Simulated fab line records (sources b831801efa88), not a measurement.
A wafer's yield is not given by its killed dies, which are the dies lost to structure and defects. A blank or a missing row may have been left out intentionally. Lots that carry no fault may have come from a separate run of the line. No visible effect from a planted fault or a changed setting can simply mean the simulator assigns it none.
The tool behind it: which one? || flow sfqLine || route of 325 steps, sampled at 1 step: 15 lots, 45 wafers

WHAT THE GAUGES READ, wafer by wafer
SFQ_M0_RS_MEAS_904: uses a four-point probe to measure.
{"lot": "L467", "measured": "day 7 09:08", "on": "filmMetro-03", "M0_NB_RS (ohm/sq)": "0.849 0.859 0.845"}
{"lot": "L468", "measured": "day 7 13:58", "on": "filmMetro-01", "M0_NB_RS (ohm/sq)": "0.874 0.875 0.874"}
{"lot": "L469", "measured": "day 7 21:11", "on": "filmMetro-02", "M0_NB_RS (ohm/sq)": "0.875 0.878 0.880"}
{"lot": "L470", "measured": "day 8 08:21", "on": "filmMetro-02", "M0_NB_RS (ohm/sq)": "0.857 0.858 0.860"}
{"lot": "L471", "measured": "day 8 17:57", "on": "filmMetro-02", "M0_NB_RS (ohm/sq)": "0.858 0.853 0.858"}
{"lot": "L472", "measured": "day 9 02:23", "on": "filmMetro-02", "M0_NB_RS (ohm/sq)": "0.861 0.875 0.859"}
{"lot": "L473", "measured": "day 9 07:09", "on": "filmMetro-02", "M0_NB_RS (ohm/sq)": "0.859 0.863 0.858"}
{"lot": "L481", "measured": "day 10 22:16", "on": "filmMetro-01", "M0_NB_RS (ohm/sq)": "0.862 0.867 0.879"}
{"lot": "L482", "measured": "day 11 06:38", "on": "filmMetro-01", "M0_NB_RS (ohm/sq)": "0.870 0.856 0.862"}
{"lot": "L483", "measured": "day 11 18:41", "on": "filmMetro-02", "M0_NB_RS (ohm/sq)": "0.846 0.859 0.847"}
{"lot": "L485", "measured": "day 12 15:14", "on": "filmMetro-03", "M0_NB_RS (ohm/sq)": "0.855 0.856 0.856"}
{"lot": "L487", "measured": "day 13 01:59", "on": "filmMetro-01", "M0_NB_RS (ohm/sq)": "0.864 0.879 0.865"}
{"lot": "L488", "measured": "day 13 06:46", "on": "filmMetro-01", "M0_NB_RS (ohm/sq)": "0.859 0.872 0.869"}
{"lot": "L489", "measured": "day 13 17:38", "on": "filmMetro-03", "M0_NB_RS (ohm/sq)": "0.869 0.855 0.857"}
{"lot": "L490", "measured": "day 14 01:58", "on": "filmMetro-03", "M0_NB_RS (ohm/sq)": "0.861 0.849 0.844"}

TOOL THAT RAN EACH LOT (tool first, then ch and the chambers of the sampled wafers, then the start)
Before these readings, the record contains no process step.

WHAT THE TOOLS THEMSELVES READ (means of the sampled wafers that have a number; where no wafer has one, the mark that the record gives instead)
The record holds no such reading with a usual standard deviation.

THE ANSWER, worked out from the rows above alone
Rule: the usual values come from the lots themselves. Put in order of their means at a reading, lots are off if they are a third of the lots or fewer, leave a main group of 4 or more, and stand apart from it by a gap of 3 or more times the standard deviation of the main group's means; of several such gaps the widest counts. Not used: any main group whose means are identical at the precision the tables above print for the reading. Also off: a lot with no number at a reading for which 4 or more lots have one. Any other lot the step has rows for is counted as sound. Order of review: gauges by route order, followed by the tools' own readings, for which a lot's mean as printed above is used. The first step at which some lot is off is used, and at that step the reading that is off furthest; a lot without a number counts as furthest.
Across all readings shown, no lot is off: no conclusion can be drawn from this.

WHAT HAD BEEN PUT IN BY THE SIMULATOR
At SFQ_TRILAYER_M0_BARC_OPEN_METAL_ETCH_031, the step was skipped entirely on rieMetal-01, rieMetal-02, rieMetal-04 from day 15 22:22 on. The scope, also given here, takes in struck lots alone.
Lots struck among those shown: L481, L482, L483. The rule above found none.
